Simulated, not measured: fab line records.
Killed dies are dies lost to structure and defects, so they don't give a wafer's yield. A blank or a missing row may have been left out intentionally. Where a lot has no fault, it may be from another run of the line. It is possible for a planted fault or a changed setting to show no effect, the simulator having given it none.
Struck lot and sound lot, side by side / flow gf180mcu / 15 out of 602 route steps
Sound: these wafers, L441.1, L441.4, L441.5. Wafers struck: L453.2, L453.3, L453.6. Last of all comes the cause.
For every step that has rows: the tool of each side, followed by ch and its chambers, followed by its first start. Under that, the readings that differ: sound wafers / struck wafers / difference of the means / sigmas: that difference in standard deviations of wafers without a fault.
alike: words and numbers the same on both sides, and readings whose means are apart by under 2 such deviations; not compared: readings that were withheld, readings missing a value for some wafer, numbers with overlapping values and no deviation given by the record, and bounds like >300 which may hide the same value.
A row with sigmas, a row that says differs or no value, or rows on one side alone: a step with any of these is where the two part. Non-overlapping numbers with no deviation appear without sigmas and do not part them. A reading that every wafer of one side lacks parts them only if that side has two wafers or more.

GF_V4_BOW_MEAS_05:
  sound: film metro-04 at day 24 18:11; struck: film metro-02 at day 28 19:24
  alike: V4_BOW
then, 8 steps without rows for these wafers: GF_V4_DEHYDRATE_06 (time 60 s); GF_V4_HMDS_07 (prime time 60 s); GF_V4_COAT_08; GF_V4_COAT_09 (resist thk 1000 nm); GF_V4_SOFTBAKE_10 (time 60 s); GF_V4_EXPOSE_11 (exposes mask Via4, target cd 260 nm); GF_V4_PEB_12 (peb time 90 s); GF_V4_DEVELOP_13 (develop time 60 s).
GF_V4_CD_MEAS_14: the cd target is 260 nm.
  sound: cd sem-01 at day 25 15:18; struck: cd sem-01 at day 29 14:13
  alike: cd nm
GF_V4_OVL_MEAS_15:
  sound: overlay-01 at day 25 15:25; struck: overlay-01 at day 29 14:19
  alike: V4_OVL
GF_V4_ETCH_16: etches BARC in N2/H2.
  sound on rie diel-04 ch 0,2,3, day 25 15:27; struck on rie diel-02 ch 0,1,3, day 29 14:21
  alike: bias w, drypump motor current A, oes product au, throttle valve pct
GF_V4_ETCH_17: etches SiO2 in C4F8/O2/Ar, stops on TiN, target depth 630 nm.
  sound on rie diel-04 ch 0,2,3, day 25 15:00; struck on rie diel-02 ch 0,1,3, day 29 14:00
reading=bias w (W); sound=1201 1202 1201; struck=1276 1276 1279; difference=+76; sigmas=+21
reading=model.TiN_of_M4_SPUTTER_04.thk nm (nm); sound=49.24 49.48 49.5; struck=49.56 49.83 49.68; difference=+0.28; sigmas=
  alike: oes product au
GF_V4_STRIP_18: strips in O2/N2.
  sound on plasma asher-01 ch 0,1, day 25 15:35; struck on plasma asher-04 ch 1, day 29 14:29
reading=oes product au (a.u.); sound=0.602 0.591 0.602; struck=0.589 0.580 0.591; difference=-0.012; sigmas=-2
  alike: drypump motor current A, heater power w
  not compared: rf hours counter h
-- the record jumps here: 4 days lie between the struck wafers' starts before and after (it left off in module V4 and takes up again in module PASSIVATION, whose first step shown is number 602 of the route) --
GF_PASSIVATION_PROBE_99:
  rows exist in the record for the struck wafers here (prober-01, day 33 11:54), but not for the sound ones

WHERE THEY PART
Earliest at GF_V4_ETCH_17; latest, in this record, at GF_PASSIVATION_PROBE_99.

WHY: whatever the simulator had introduced
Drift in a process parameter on rie diel-02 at GF_V4_ETCH_17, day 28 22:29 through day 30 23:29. A move of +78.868 in setting bias w, from 1200. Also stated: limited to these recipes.
